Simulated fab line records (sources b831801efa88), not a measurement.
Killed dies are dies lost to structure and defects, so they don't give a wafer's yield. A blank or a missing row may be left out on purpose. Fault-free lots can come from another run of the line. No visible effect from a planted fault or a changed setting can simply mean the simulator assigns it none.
Which tool was responsible? | flow sfqLine | 13 lots with 39 wafers sampled at 2 steps, on a route of 325 steps

WHAT THE GAUGES SHOWED, per wafer
SFQ_JJ_RS_MEAS_929: the measuring method here is four-point-probe.
lot  | measured     | on           | JJ_NB_RS (ohm/sq)
L107 | day 37 04:49 | filmMetro-01 | 1.054 1.064 1.041
L109 | day 43 12:33 | filmMetro-02 | 1.036 1.030 1.030
L110 | day 43 13:45 | filmMetro-04 | 1.067 1.055 1.060
L111 | day 43 14:59 | filmMetro-01 | 1.042 1.049 1.040
L113 | day 51 08:54 | filmMetro-02 | 1.048 1.028 1.027
L115 | day 52 18:15 | filmMetro-04 | 1.057 1.051 1.037
L116 | day 53 00:15 | filmMetro-01 | 1.036 1.033 1.037
L117 | day 53 09:50 | filmMetro-02 | 1.056 1.041 1.056
L118 | day 53 18:18 | filmMetro-01 | 1.040 1.037 1.045
L119 | day 53 19:29 | filmMetro-02 | 1.041 1.039 1.031
L120 | day 54 09:53 | filmMetro-02 | 1.048 1.038 1.038
L127 | day 57 15:57 | filmMetro-01 | 1.041 1.023 1.044
L130 | day 58 09:21 | filmMetro-01 | 0.876 1.033 1.031 0.874 1.032 1.032

WHICH TOOL RAN EACH LOT (tool, then ch and the chambers of the sampled wafers, then the start)
lot  | SFQ_TRILAYER_JJ_TRILAYER_DEP_SPUTTER_112
L107 | pvdSputter-03, day 37 04:44
L109 | pvdSputter-05, day 43 12:28
L110 | pvdSputter-06, day 43 13:40
L111 | pvdSputter-03, day 43 14:52
L113 | pvdSputter-06, day 51 08:49
L115 | pvdSputter-06, day 52 18:09
L116 | pvdSputter-03, day 53 00:09
L117 | pvdSputter-03, day 53 09:45
L118 | pvdSputter-03, day 53 18:12
L119 | pvdSputter-05, day 53 19:24
L120 | pvdSputter-03, day 54 09:48
L127 | pvdSputter-05, day 57 15:52
L130 | pvdSputter-06, day 58 09:15
- SFQ_TRILAYER_JJ_TRILAYER_DEP_SPUTTER_112: material Nb, target thk 170 nm, time 113.3 s.

AS READ BY THE TOOLS THEMSELVES (means over the sampled wafers that have a number; for cases with no such wafer, the mark the record gives instead)
SFQ_TRILAYER_JJ_TRILAYER_DEP_SPUTTER_112.
lot  | tool          | cathodeDcPowerW (W) | throttleValvePct (%)
L107 | pvdSputter-03 | 2000.1              | 28.9
L109 | pvdSputter-05 | 2000.1              | 29.6
L110 | pvdSputter-06 | 1999.7              | 28.7
L111 | pvdSputter-03 | 2000.0              | 29.8
L113 | pvdSputter-06 | 2000.3              | 29.2
L115 | pvdSputter-06 | 2000.0              | 29.3
L116 | pvdSputter-03 | 2000.1              | 30.2
L117 | pvdSputter-03 | 2000.2              | 29.3
L118 | pvdSputter-03 | 2000.1              | 29.7
L119 | pvdSputter-05 | 2000.1              | 29.4
L120 | pvdSputter-03 | 2000.1              | 30.0
L127 | pvdSputter-05 | 2000.1              | 28.8
L130 | pvdSputter-06 | 2128.5              | 28.3

THE ANSWER, worked out from the rows above alone
Rule: what is usual is taken from the lots themselves. The widest of any qualifying gaps counts: lots, ordered by their means at a reading, are off when they make up no more than a third of the lots, leave a main group of 4 or more, and stand apart from it by 3 or more times the standard deviation of that group's means. The tables above print the reading to a certain number of digits; a main group whose means all agree to those digits is not used. A lot without any number at a reading at which 4 lots or more have one is off too. Any other lot the step has rows for is counted as sound. Order of review: gauges by route order, followed by the tools' own readings, for which a lot's mean as printed above is used. The first step at which some lot is off is used, and at that step the reading that is off furthest; a lot without a number counts as furthest.
Off: L130, at SFQ_JJ_RS_MEAS_929 (JJ_NB_RS). For the main group the mean is 1.043 ohm/sq and the standard deviation 0.0084.
If a tool, at a process step before that reading, ran all the lots that are off and no sound lot after the first of them, it fits. The gauges at SFQ_JJ_RS_MEAS_929 aren't tried: what is off there is off at SFQ_TRILAYER_JJ_TRILAYER_DEP_SPUTTER_112 too, on other tools, and a gauge's error can't cause that. One fits: SFQ_TRILAYER_JJ_TRILAYER_DEP_SPUTTER_112 on pvdSputter-06. A fault onset in the window from L115 (day 52 18:09, its last sound lot) to L130 (day 58 09:15, its first lot off) fits.
The tool's own readings at SFQ_TRILAYER_JJ_TRILAYER_DEP_SPUTTER_112 bear it out: on the lots that are off they differ by more than 5 times the standard deviation of the sound lots' means. cathodeDcPowerW reads 2128.5 W there against 2000.1 W on the sound lots.

WHAT THE SIMULATOR PUT IN
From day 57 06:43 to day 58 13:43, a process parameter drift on pvdSputter-06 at SFQ_TRILAYER_JJ_TRILAYER_DEP_SPUTTER_112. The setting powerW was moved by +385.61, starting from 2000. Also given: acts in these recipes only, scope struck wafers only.
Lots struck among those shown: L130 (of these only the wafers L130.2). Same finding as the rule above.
